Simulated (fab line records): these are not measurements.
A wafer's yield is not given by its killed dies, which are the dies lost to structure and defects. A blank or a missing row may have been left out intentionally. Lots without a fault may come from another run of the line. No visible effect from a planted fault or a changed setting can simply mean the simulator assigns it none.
Split-lot study ; flow sky130 ; 23 wafers read from 5 lots, route of 708 steps

== THE SPLIT ==
At SKY_VT_ADJUST_HVTR_IMPLANT_09, the setting dose-cm2 was moved away from the recipe's 2.1e+12 on 5 of the 23 wafers read, by -7.1% to +6.4%. This setting was run at the recipe's value on the other wafers.

== FROM THE SPLIT ON TO THE READING: in between, the file shows 1 step ==
- SKY_VT_ADJUST_HVTR_STRIP_10: strips in O2/N2

== THE READING ==
VT_ADJUST_HVTR_TW, at SKY_VT_ADJUST_HVTR_TW_MEAS_11. A value of 213.1 with a standard deviation of 1.2 is what fault-free wafers of this fab line usually give.

wafer;tool, chamber at the split;dose-cm2 as run;against the recipe;VT_ADJUST_HVTR_TW;against lot-mates on the recipe
L076.2;implanter-02, 0;2.1e+12;recipe;211.5;-
L076.4;implanter-02, 0;2.1e+12;recipe;213.6;-
L076.5;implanter-02, 0;2.1e+12;recipe;212.2;-
L077.1;implanter-04, 0;2.235e+12;+6.4%;216.4;+3.5
L077.2;implanter-04, 0;2.1e+12;recipe;212.9;-
L077.4;implanter-04, 0;2.1e+12;recipe;212.8;-
L077.5;implanter-04, 0;2.235e+12;+6.4%;216.5;+3.6
L077.6;implanter-04, 0;2.235e+12;+6.4%;216.5;+3.6
L082.1;implanter-04, 0;2.1e+12;recipe;211.0;-
L082.2;implanter-04, 0;2.1e+12;recipe;214.8;-
L082.3;implanter-04, 0;2.1e+12;recipe;213.5;-
L082.4;implanter-04, 0;2.1e+12;recipe;211.2;-
L082.6;implanter-04, 0;2.1e+12;recipe;213.2;-
L083.1;implanter-02, 0;1.95e+12;-7.1%;209.7;-5.2
L083.2;implanter-02, 0;2.1e+12;recipe;215.6;-
L083.3;implanter-02, 0;2.1e+12;recipe;214.4;-
L083.4;implanter-02, 0;1.95e+12;-7.1%;210.1;-4.8
L083.6;implanter-02, 0;2.1e+12;recipe;214.6;-
L084.1;implanter-03, 0;2.1e+12;recipe;214.4;-
L084.2;implanter-03, 0;2.1e+12;recipe;214.9;-
L084.3;implanter-03, 0;2.1e+12;recipe;214.6;-
L084.5;implanter-03, 0;2.1e+12;recipe;215.2;-
L084.6;implanter-03, 0;2.1e+12;recipe;215.9;-

FIT RESULTS
A straight line over all 23 wafers: VT_ADJUST_HVTR_TW changes by +0.478 for each +1% of dose-cm2; r = +0.75; the points scatter about the line by 1.4.
The same after taking each lot's own level away (the mean of its wafers on the recipe; 23 wafers): +0.625 for each +1%; r = +0.92; scatter 0.87.
The reading moves by 4.5 for the largest change in dose-cm2, on that fit.
From 212.43 to 215.00: that is the span of the lots' own levels, equal to 2.1 times the standard deviation above.
So the lot-to-lot level blurs the effect unless lot-mates are compared.
Check: -4.32 against its lot-mates is what the line predicts for one of the wafers moved furthest among these (-7.1%) when that wafer is left out of the fit. Against them it came out at -5.17.

== THE OTHER SPLITS THESE WAFERS WENT THROUGH ==
Other splits were also applied to these wafers ahead of the reading. Each is held against what the fit with the lots' levels taken away leaves over:
other split on the same wafers;wafers away from the commonest value;r with VT_ADJUST_HVTR_TW (lot level and that fit taken away)
SKY_VT_ADJUST_NCORE_EXPOSE_04 dose-mj;8;-0.15
SKY_VT_ADJUST_HVTR_COAT_02 spin-rpm;8;+0.23

== FILE'S OWN FIT ==
VT_ADJUST_HVTR_TW changes by +0.637 for each +1% of dose-cm2, r = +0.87.
